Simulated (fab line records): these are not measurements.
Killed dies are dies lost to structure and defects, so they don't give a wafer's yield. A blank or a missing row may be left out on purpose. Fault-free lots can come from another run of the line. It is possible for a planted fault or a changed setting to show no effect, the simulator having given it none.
Which tool did it? ; flow gf180mcu ; route of 602 steps, sampled at 1 step: 6 lots, 18 wafers

WHAT EACH GAUGE READ, for each wafer
GF_VT_IMPLANT_OVL_MEAS_18.
lot;measured;on;VT_IMPLANT_01_OVL (nm)
L211;day 6 16:23;overlay-01;0.2 -1.3 -0.4
L218;day 8 17:25;overlay-01;2.4 3.7 4.2
L221;day 9 06:33;overlay-02;2.1 0.5 2.0
L225;day 10 05:31;overlay-01;2.1 2.9 1.4
L228;day 11 01:44;overlay-02;0.8 1.2 2.4
L232;day 12 00:41;overlay-01;-0.7 0.3 0.2

EACH LOT AND THE TOOL THAT RAN IT (in order: tool; ch and the chambers of the sampled wafers; start)
The record shows no process step preceding these readings.

THE ANSWER, worked out from the rows above alone
Rule: usual is defined by the lots themselves. The widest of any qualifying gaps counts: lots, ordered by their means at a reading, are off when they make up no more than a third of the lots, leave a main group of 4 or more, and stand apart from it by 3 or more times the standard deviation of that group's means. The tables above print the reading to a certain number of digits; a main group whose means all agree to those digits is not used. A lot without any number at a reading at which 4 lots or more have one is off too. Where the step has rows for the other lots, those lots are counted as sound.
No lot is off on any of the readings shown, so nothing can be concluded from this.

WHAT WAS PUT IN BY THE SIMULATOR
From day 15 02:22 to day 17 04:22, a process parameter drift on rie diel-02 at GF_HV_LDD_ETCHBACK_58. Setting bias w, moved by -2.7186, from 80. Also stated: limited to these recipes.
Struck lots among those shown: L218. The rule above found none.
